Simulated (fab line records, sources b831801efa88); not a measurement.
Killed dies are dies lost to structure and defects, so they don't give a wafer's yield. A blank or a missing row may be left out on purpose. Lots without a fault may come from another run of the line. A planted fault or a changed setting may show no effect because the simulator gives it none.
Which tool did it? | flow sky130 | 13 lots, 39 wafers sampled, at 2 steps of a route of 708

WHAT THE GAUGES READ, wafer by wafer
SKY_SD_N_TW_MEAS_12. Usual: SD_N_TW 3961, standard deviation 34.
lot  | measured     | on            | SD_N_TW        | flag
L347 | day 27 10:51 | film_metro-01 | 3989 3987 3966 |
L348 | day 28 04:18 | film_metro-01 | 4027 3995 4009 |
L350 | day 28 14:35 | film_metro-02 | 3972 3963 3971 |
L351 | day 28 23:17 | film_metro-04 | 3941 3972 3947 |
L360 | day 32 09:46 | film_metro-04 | 3925 3944 3944 |
L361 | day 32 18:31 | film_metro-04 | 3924 3906 3908 |
L362 | day 32 18:35 | film_metro-01 | 4027 4014 4029 |
L364 | day 33 09:15 | film_metro-01 | 3979 3986 3998 |
L365 | day 33 21:41 | film_metro-01 | 3996 4016 4014 |
L366 | day 34 01:05 | film_metro-01 | 3993 4001 3990 |
L367 | day 34 08:46 | film_metro-04 | 3940 3957 3965 |
L368 | day 34 15:31 | film_metro-04 | 3968 3956 3957 |
L370 | day 35 00:06 | film_metro-01 | 3940 3941 3954 |

WHICH TOOL RAN EACH LOT (tool, then ch and the chambers of the sampled wafers, then the start)
lot  | SKY_POLY_CUT_STRIP_12
L347 | plasma_asher-02 ch 0,1, day 23 18:29
L348 | plasma_asher-02 ch 1, day 24 12:35
L350 | plasma_asher-02 ch 0,1, day 25 00:47
L351 | plasma_asher-03 ch 0,1, day 25 09:29
L360 | plasma_asher-04 ch 1, day 28 21:02
L361 | plasma_asher-03 ch 0,1, day 29 05:59
L362 | plasma_asher-04 ch 0,1, day 29 06:53
L364 | plasma_asher-03 ch 0,1, day 30 00:08
L365 | plasma_asher-03 ch 0,1, day 30 11:50
L366 | plasma_asher-03 ch 0,1, day 30 14:11
L367 | plasma_asher-03 ch 0,1, day 30 19:44
L368 | plasma_asher-03 ch 0,1, day 31 06:20
L370 | plasma_asher-03 ch 0,1, day 31 16:32
- SKY_POLY_CUT_STRIP_12: strips in O2/N2.

WHAT THE TOOLS THEMSELVES READ (means of the sampled wafers that have a number; where no wafer has one, the mark that the record gives instead)
SKY_POLY_CUT_STRIP_12. Usual: drypump_motor_current_A 6.0 A, standard deviation 0.52; oes_product_au 0.452 a.u., standard deviation 0.0048; strip_time_to_endpoint_s 5.356 s, standard deviation 0.015.
lot  | tool            | drypump_motor_current_A (A) | oes_product_au (a.u.) | strip_time_to_endpoint_s (s) | flag
L347 | plasma_asher-02 | 5.5                         | 0.449                 | 5.360                        |
L348 | plasma_asher-02 | 5.7                         | 0.450                 | 5.378                        |
L350 | plasma_asher-02 | 5.6                         | 0.449                 | 5.337                        |
L351 | plasma_asher-03 | 6.0                         | 0.450                 | 5.348                        |
L360 | plasma_asher-04 | 6.5                         | 0.454                 | 5.354                        |
L361 | plasma_asher-03 | 6.0                         | 0.449                 | 5.345                        |
L362 | plasma_asher-04 | 6.5                         | 0.450                 | 5.356                        |
L364 | plasma_asher-03 | 5.7                         | 0.451                 | 5.351                        |
L365 | plasma_asher-03 | 6.0                         | 0.450                 | 5.365                        |
L366 | plasma_asher-03 | 6.0                         | 0.446                 | 5.338                        |
L367 | plasma_asher-03 | 6.0                         | 0.452                 | 5.355                        |
L368 | plasma_asher-03 | 5.7                         | 0.453                 | 5.361                        |
L370 | plasma_asher-03 | 5.7                         | 0.449                 | 5.355                        |

THE ANSWER, worked out from the rows above alone
Rule: a lot is off if the mean of its wafers that have a number lies more than 3 standard deviations from the usual mean. A lot without any number at a reading at which 4 lots or more have one is off too. The other lots that the step has rows for count as sound. The gauges are gone through in route order, then the tools' own readings, and for those a lot's mean is taken as printed above. The first step at which some lot is off is used, and at that step the reading that is off furthest; a lot without a number counts as furthest.
No lot is off at any reading shown: from this, nothing can be told.

WHAT THE SIMULATOR HAD PUT IN
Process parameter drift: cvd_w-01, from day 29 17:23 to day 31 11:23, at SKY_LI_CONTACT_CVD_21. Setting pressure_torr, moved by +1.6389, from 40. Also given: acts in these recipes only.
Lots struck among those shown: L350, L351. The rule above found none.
